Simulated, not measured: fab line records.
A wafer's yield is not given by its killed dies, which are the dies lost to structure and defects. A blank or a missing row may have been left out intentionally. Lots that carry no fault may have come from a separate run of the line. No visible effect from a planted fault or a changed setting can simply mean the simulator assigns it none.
A struck lot beside a sound one + flow sky130 + 17 out of 708 route steps
Sound: the wafers L112.1, L112.4, L112.6. Wafers L114.4, L114.5, L114.6 were the ones struck. The cause comes at the end.
Per side, at each step with rows, come the tool, then ch with its chambers, and then its first start. Under that, the readings that differ: sound wafers + struck wafers + difference of the means + sigmas: that difference in standard deviations of wafers without a fault.
alike: a reading whose means differ by less than 2 such deviations, as well as words and numbers matching on both sides. not compared: withheld readings; readings where some wafer has no value; bounds like >300 that might hide an equal value; numbers whose values overlap and for which the record gives no deviation.
The two part at a step that has a row with sigmas, a row that says differs or no value, or rows on one side only. When numbers do not overlap yet have no deviation, they are printed without sigmas and do not part them. A reading that every wafer of one side lacks parts them only if that side has two wafers or more.

SKY_METAL4_SPUTTER_04: material TiN, target thk 70 nm, time 58.3 s.
  sound on pvdSputter-01, day 42 18:01; struck on pvdSputter-04, day 43 03:04
  alike: throttleValvePct
SKY_CAP2M_CVD_00: deposits SiO2, target thk 15.5 nm.
  sound on pecvd-01 ch 0,1, day 42 18:04; struck on pecvd-01 ch 0,1,2, day 43 03:08
  alike: heaterPowerOuterW, heaterPowerW, rfFwdPowerW
SKY_CAP2M_THK_MEAS_01:
  sound on filmMetro-01, day 42 18:05; struck on filmMetro-04, day 43 03:10
  alike: CAP2M_CVD_00_THK
SKY_CAP2M_SPUTTER_02: material TiN, target thk 200 nm, time 166.7 s.
  sound on pvdSputter-04, day 42 18:09; struck on pvdSputter-01, day 43 03:12
  alike: throttleValvePct
SKY_CAP2M_RS_MEAS_03: a four-point-probe measurement.
  sound on filmMetro-04, day 42 18:16; struck on filmMetro-02, day 43 03:22
  alike: CAP2M_TIN_RS
SKY_CAP2M_THK_MEAS_04: measures by xrf.
  sound on filmMetro-04, day 42 18:23; struck on filmMetro-02, day 43 03:28
  alike: CAP2M_TIN_THK
then, 6 steps without rows for these wafers: SKY_CAP2M_DEHYDRATE_05 (time 60 s); SKY_CAP2M_HMDS_06 (prime time 60 s); SKY_CAP2M_COAT_07 (resist thk 1140 nm); SKY_CAP2M_SOFTBAKE_08 (time 60 s); SKY_CAP2M_EXPOSE_09 (exposes mask CAP2M, target cd 1000 nm); SKY_CAP2M_PEB_10.
SKY_CAP2M_DEVELOP_11: develop time 60 s.
  sound on lithoTrack-01 ch 0, day 43 16:41; struck on lithoTrack-01 ch 0, day 44 01:52
SKY_CAP2M_OVL_MEAS_12:
  sound on overlay-01, day 43 16:50; struck on overlay-01, day 44 01:57
  alike: CAP2M_OVL
SKY_CAP2M_METAL_ETCH_13: etches TiN in Cl2/BCl3, stops on SiO2, target depth 220 nm, time 62.9 s.
  sound on rieMetal-03 ch 0,1, day 43 16:52; struck on rieMetal-04 ch 0,1, day 44 01:59
| reading               | sound            | struck         | difference | sigmas |
|-----------------------|------------------|----------------|------------|--------|
| model.CAP2M.cdNm (nm) | 998.5 1003 998.7 | 1013 1015 1012 | +13        |        |
  alike: bcl3FlowSccm, drypumpMotorCurrentA, oesProductAu, rfFwdPowerW, throttleValvePct
  not compared: rfHoursCounterH
SKY_CAP2M_STRIP_14: strips in O2/N2.
  sound on plasmaAsher-03 ch 0,1, day 43 16:56; struck on plasmaAsher-01 ch 0,1, day 44 02:05
  alike: drypumpMotorCurrentA, oesProductAu, stripTimeToEndpointS
  not compared: rfHoursCounterH
following that, these wafers have no rows for 1 step: SKY_PAD_OPEN_PROBE_99.

## WHERE THEY PART
Nowhere in this record.

WHY: what the simulator had put in
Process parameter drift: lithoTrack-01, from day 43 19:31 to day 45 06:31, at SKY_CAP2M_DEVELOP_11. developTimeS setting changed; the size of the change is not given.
